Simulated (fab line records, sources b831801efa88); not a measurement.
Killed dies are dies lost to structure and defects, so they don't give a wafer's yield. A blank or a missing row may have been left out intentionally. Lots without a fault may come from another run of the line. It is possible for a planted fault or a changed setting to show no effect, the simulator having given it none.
Struck lot and sound lot, side by side :: flow sky130 :: 33 out of 708 route steps
Sound: the wafers L597.1, L597.2, L597.4. Wafers L604.1, L604.4, L604.6 were the ones struck. The cause is named last.
Per side, at each step with rows, come the tool, then ch with its chambers, and then its first start. Under that, the readings that differ: sound wafers :: struck wafers :: difference of the means :: sigmas: that difference in standard deviations of wafers without a fault.
alike: a reading whose means differ by less than 2 such deviations, as well as words and numbers matching on both sides. not compared: withheld readings; readings where some wafer has no value; bounds like >300 that might hide an equal value; numbers whose values overlap and for which the record gives no deviation.
A row with sigmas, a row that says differs or no value, or rows on one side alone: a step with any of these is where the two part. Numbers that have no deviation but don't overlap get no sigmas and don't part them. A reading missing from all wafers of one side parts the sides only when that side holds two or more wafers.

first, 7 steps without rows for these wafers: SKY_SONOS_TUNNEL_DEVELOP_06 (develop time 60 s); SKY_SONOS_TUNNEL_IMPLANT_09; SKY_SONOS_TUNNEL_WET_ETCH_10 (etches SiO2 in dHF, target depth 14 nm, time 280 s); SKY_SONOS_TUNNEL_STRIP_11 (strips in SPM, time 600 s); SKY_SONOS_TUNNEL_CLEAN_13 (cleans in dHF, time 20 s); SKY_SONOS_ONO_OXIDATION_00 (stabilise 600 s, purge 300 s, target thk 2.6 nm); SKY_SONOS_ONO_CVD_02 (deposits Si3N4 from DCS/NH3, target thk 10.5 nm, time 180 s).
SKY_SONOS_ONO_CVD_04: deposits SiO2 from SiH4/N2O, target thk 5.7199 nm.
  sound on lpcvd-03 ch 0, day 11 21:54; struck on lpcvd-03 ch 1, day 14 02:05
reading: model.SiO2_of_SONOS_ONO_CVD_04.thkNm (nm)
sound: 5.7 5.769 5.777
struck: 4.617 4.585 4.624
difference: -1.140
sigmas: 
SKY_SONOS_ONO_THK_MEAS_05:
  sound on filmMetro-04 at day 11 23:09; struck on filmMetro-03 at day 14 03:38
reading: SONOS_ONO_CVD_04_THK (nm)
sound: 5.67 5.77 5.71
struck: 4.64 4.58 4.65
difference: -1.09
sigmas: -10
  not compared: hold
then, 22 steps without rows for these wafers: SKY_SONOS_ONO_HMDS_07 (prime time 60 s); SKY_SONOS_ONO_COAT_08 (resist thk 1140 nm); SKY_SONOS_ONO_SOFTBAKE_09 (time 60 s); SKY_SONOS_ONO_EXPOSE_10 (exposes mask ONOM, target cd 410 nm); SKY_SONOS_ONO_PEB_11; SKY_SONOS_ONO_DEVELOP_12 (develop time 60 s); SKY_SONOS_ONO_ETCH_15 (etches the open film in CHF3/O2, target depth 19.52 nm, time 7.8 s); SKY_SONOS_ONO_WET_ETCH_16 (etches SiO2 in dHF, target depth 14 nm, time 280 s); SKY_SONOS_ONO_STRIP_17 (strips in O2/N2); SKY_SONOS_ONO_WET_ETCH_18 (etches Si3N4 in H3PO4, target depth 15 nm, time 172 s); SKY_GATE_OXIDE_CLEAN_00 (cleans in SC1/SC2, time 150 s); SKY_GATE_OXIDE_OXIDATION_01 (stabilise 600 s, purge 300 s, target thk 10.268 nm); SKY_GATE_OXIDE_DEHYDRATE_03 (time 60 s); SKY_GATE_OXIDE_HMDS_04 (prime time 60 s); SKY_GATE_OXIDE_COAT_05 (resist thk 1140 nm); SKY_GATE_OXIDE_SOFTBAKE_06 (time 60 s); SKY_GATE_OXIDE_EXPOSE_07 (exposes mask LVOM, target cd 600 nm); SKY_GATE_OXIDE_PEB_08; SKY_GATE_OXIDE_DEVELOP_09 (develop time 60 s); SKY_GATE_OXIDE_IMPLANT_11; SKY_GATE_OXIDE_WET_ETCH_12 (etches SiO2 in dHF, target depth 16.8 nm, time 336 s); SKY_GATE_OXIDE_STRIP_13 (strips in O2/N2).
-- the record jumps here: 2 days lie between the struck wafers' starts before and after --
SKY_GATE_OXIDE_CLEAN_15: cleans in SC1/SC2, time 150 s.
  sound on wetBench-03 ch 2, day 14 03:45; struck on wetBench-02 ch 1, day 16 12:05
reading: model.SiO2_of_SONOS_ONO_CVD_04.thkNm (nm)
sound: 4.182 4.243 4.257
struck: 3.082 3.053 3.094
difference: -1.151
sigmas: 
-- here the record skips 31 days between the struck wafers' starts before and after, leaving off in module GATE_OXIDE and picking up in module PAD_OPEN (first step shown: number 708 of the route) --
SKY_PAD_OPEN_PROBE_99:
  sound on prober-02 at day 46 02:55; struck on prober-01 at day 47 19:26
reading: model.etest.sonosErased.driveUaUm
sound: 203.3 182.2 198.2
struck: 233.8 212.7 216.6
difference: +26.5
sigmas: 

reading: model.etest.sonosUncharged.rOnOhmUm
sound: 796.7 797.3 808.3
struck: 762.9 757.5 756.5
difference: -41.8
sigmas: 

reading: model.etest.capOno.gateLog10ACm2
sound: -7.788 -8.04 -8.03
struck: -6.462 -6.414 -6.483
difference: +1.500
sigmas: 

reading: model.etest.capOno.gateBvV (V)
sound: 16.66 16.59 16.88
struck: 14.94 14.74 15.41
difference: -1.68
sigmas: 

reading: model.etest.capOno.toxAccNm (nm)
sound: 12.82 12.98 12.95
struck: 11.75 11.71 11.76
difference: -1.18
sigmas: 

reading: model.etest.sonosProgrammed.vtV (V)
sound: 1.437 1.375 1.445
struck: 1.871 1.905 1.853
difference: +0.457
sigmas: 

reading: model.etest.sonosBaked.vtV (V)
sound: 0.9468 0.9226 0.9194
struck: 1.27 1.226 1.245
difference: +0.32
sigmas: 

reading: model.etest.sonosErased.vtV (V)
sound: -2.355 -2.267 -2.291
struck: -2.511 -2.518 -2.508
difference: -0.208
sigmas: 
  alike: killed_at_M0_to_M3, killed_at_M4_up, killedAtContacts, killedAtFrontEnd, killedAtOther, killedDies, killedOpen, killedShort

## WHERE THEY PART
SKY_SONOS_ONO_THK_MEAS_05 only, going by this record. Later steps at which nothing parts them and some readings are alike: SKY_PAD_OPEN_PROBE_99.

WHY: whatever the simulator had introduced
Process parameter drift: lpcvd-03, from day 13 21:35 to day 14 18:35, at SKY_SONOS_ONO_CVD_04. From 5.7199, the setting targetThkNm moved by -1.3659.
